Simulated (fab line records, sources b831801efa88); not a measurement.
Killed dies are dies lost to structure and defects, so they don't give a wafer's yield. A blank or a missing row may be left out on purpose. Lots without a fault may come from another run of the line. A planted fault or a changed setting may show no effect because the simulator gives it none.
Which tool did it? | flow sky130 | 12 lots, 36 wafers sampled, at 2 steps of a route of 708

WHAT THE GAUGES READ, wafer by wafer
SKY_VIA4_THK_MEAS_20: measures by xrf.
lot  | measured     | on            | VIA4_W_THK (nm)
L235 | day 42 08:51 | film_metro-01 | 491 489 488
L236 | day 43 02:16 | film_metro-03 | 493 494 504
L237 | day 43 17:05 | film_metro-01 | 497 490 498
L239 | day 43 22:29 | film_metro-03 | 505 494 502
L240 | day 44 07:52 | film_metro-01 | 497 496 501
L241 | day 44 17:50 | film_metro-04 | 508 514 514
L243 | day 45 04:23 | film_metro-03 | 518 509 516
L244 | day 45 06:14 | film_metro-01 | 479 487 497
L247 | day 45 22:55 | film_metro-03 | 506 507 506
L246 | day 46 00:04 | film_metro-03 | 513 511 510
L252 | day 47 11:19 | film_metro-04 | 505 495 514
L253 | day 47 14:17 | film_metro-04 | 507 502 499

WHICH TOOL RAN EACH LOT (tool, then ch and the chambers of the sampled wafers, then the start)
lot  | SKY_VIA1_CVD_21
L235 | cvd_w-02 ch 0,1, day 33 13:05
L236 | cvd_w-02 ch 0,1, day 34 07:28
L237 | cvd_w-01 ch 0,1, day 34 22:51
L239 | cvd_w-02 ch 0,1, day 35 07:04
L240 | cvd_w-01 ch 0,1, day 35 15:51
L241 | cvd_w-01 ch 0, day 36 04:32
L243 | cvd_w-01 ch 0,1, day 36 18:09
L244 | cvd_w-02 ch 0,1, day 36 20:52
L247 | cvd_w-02 ch 0,1, day 37 15:18
L246 | cvd_w-01 ch 0,1, day 37 16:24
L252 | cvd_w-01 ch 0,1, day 39 13:59
L253 | cvd_w-01 ch 0,1, day 39 18:22
- SKY_VIA1_CVD_21: deposits W, target thk 270 nm, time 80.902 s.

WHAT THE TOOLS THEMSELVES READ (means of the sampled wafers that have a number; where no wafer has one, the mark that the record gives instead)
SKY_VIA1_CVD_21.
lot  | tool     | heater_power_outer_w (W) | heater_power_w (W)
L235 | cvd_w-02 | 525                      | 871
L236 | cvd_w-02 | 517                      | 856
L237 | cvd_w-01 | 550                      | 917
L239 | cvd_w-02 | 513                      | 843
L240 | cvd_w-01 | 562                      | 920
L241 | cvd_w-01 | 587                      | 954
L243 | cvd_w-01 | 573                      | 927
L244 | cvd_w-02 | 534                      | 887
L247 | cvd_w-02 | 512                      | 854
L246 | cvd_w-01 | 572                      | 942
L252 | cvd_w-01 | 583                      | 921
L253 | cvd_w-01 | 578                      | 936

THE ANSWER, worked out from the rows above alone
Rule: what is usual is taken from the lots themselves. Put in order of their means at a reading, lots are off if they are a third of the lots or fewer, leave a main group of 4 or more, and stand apart from it by a gap of 3 or more times the standard deviation of the main group's means; of several such gaps the widest counts. A main group whose means are all the same, to the digits that the tables above print for the reading, isn't used. A lot without any number at a reading at which 4 lots or more have one is off too. The other lots that the step has rows for count as sound. The gauges are gone through in route order, then the tools' own readings, and for those a lot's mean is taken as printed above. The first step at which some lot is off is used, and at that step the reading that is off furthest; a lot without a number counts as furthest.
No lot is off at any reading shown: from this, nothing can be told.

WHAT THE SIMULATOR HAD PUT IN
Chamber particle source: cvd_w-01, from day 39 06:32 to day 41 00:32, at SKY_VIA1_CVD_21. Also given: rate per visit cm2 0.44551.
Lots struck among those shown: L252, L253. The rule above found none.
